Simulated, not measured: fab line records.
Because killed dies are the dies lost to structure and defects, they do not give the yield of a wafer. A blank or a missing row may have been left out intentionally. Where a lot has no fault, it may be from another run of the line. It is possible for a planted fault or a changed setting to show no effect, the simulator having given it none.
Struck lot and sound lot, side by side / flow sky130 / 15 steps out of a route of 708
Sound: these wafers, L223.1, L223.2, L223.5. The struck wafers were L230.1, L230.2, L230.5. The cause is given at the end.
At each step with rows: each side's tool, then ch and its chambers, then its first start. Under that, the readings that differ: sound wafers / struck wafers / difference of the means / sigmas: that difference in standard deviations of wafers without a fault.
alike: same words and numbers on both sides, and readings whose means sit less than 2 such deviations apart. not compared: any withheld reading, any reading some wafer has no value for, any bound like >300 that may hide the same value, and any number with overlapping values for which the record gives no deviation.
Wherever a step has rows on one side only, a row that says differs or no value, or a row with sigmas, the two part there. Numbers that have no deviation but don't overlap get no sigmas and don't part them. A reading missing from all wafers of one side parts the sides only when that side holds two or more wafers.

first, 7 steps without rows for these wafers: SKY_LDD_N_DEHYDRATE_00 (time 60 s); SKY_LDD_N_HMDS_01 (prime time 60 s); SKY_LDD_N_COAT_02 (resist thk 300 nm); SKY_LDD_N_SOFTBAKE_03 (time 60 s); SKY_LDD_N_EXPOSE_04 (exposes mask NTM, target cd 840 nm); SKY_LDD_N_PEB_05; SKY_LDD_N_DEVELOP_06 (develop time 60 s).
SKY_LDD_N_OVL_MEAS_07:
  struck on overlay-02, day 22 16:49; sound on overlay-02, day 20 12:49
  alike: LDD_N_OVL
then, 4 steps without rows for these wafers: SKY_LDD_N_IMPLANT_08; SKY_LDD_N_IMPLANT_09; SKY_LDD_N_IMPLANT_10; SKY_LDD_N_IMPLANT_11.
SKY_LDD_N_IMPLANT_12:
  sound on implanter-04 ch 0, day 20 13:27; struck on implanter-04 ch 0, day 22 17:27
reading=beam_energy_keV; sound=49.994 50.004 50.011; struck=48.234 48.206 48.222; difference=-1.782; sigmas=-99 or more
reading=model.implant.rp_nm (nm); sound=32.17 32.17 32.17; struck=31.63 31.63 31.63; difference=-0.54; sigmas=
reading=model.implant.drp_nm (nm); sound=18.83 18.83 18.83; struck=18.34 18.34 18.34; difference=-0.49; sigmas=
  alike: beam_on_s
following that, these wafers have no rows for 1 step: SKY_LDD_N_IMPLANT_13.
-- record jumps: 28 days separate the struck wafers' starts on either side; left off in module LDD_N, taken up again in module PAD_OPEN, whose first shown step is the route's number 708 --
SKY_PAD_OPEN_PROBE_99:
  struck on prober-01, day 50 08:31; sound on prober-02, day 47 06:23
  alike: killed_at_M0_to_M3, killed_at_M4_up, killed_at_contacts, killed_at_front_end, killed_at_other, killed_dies, killed_open, killed_short

WHERE THEY PART
At SKY_LDD_N_IMPLANT_12 and nowhere else, as far as this record goes. Later steps at which nothing parts them and some readings are alike: SKY_PAD_OPEN_PROBE_99.

WHY: what had been put in by the simulator
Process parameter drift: implanter-04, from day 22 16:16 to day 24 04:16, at SKY_LDD_N_IMPLANT_12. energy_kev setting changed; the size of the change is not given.
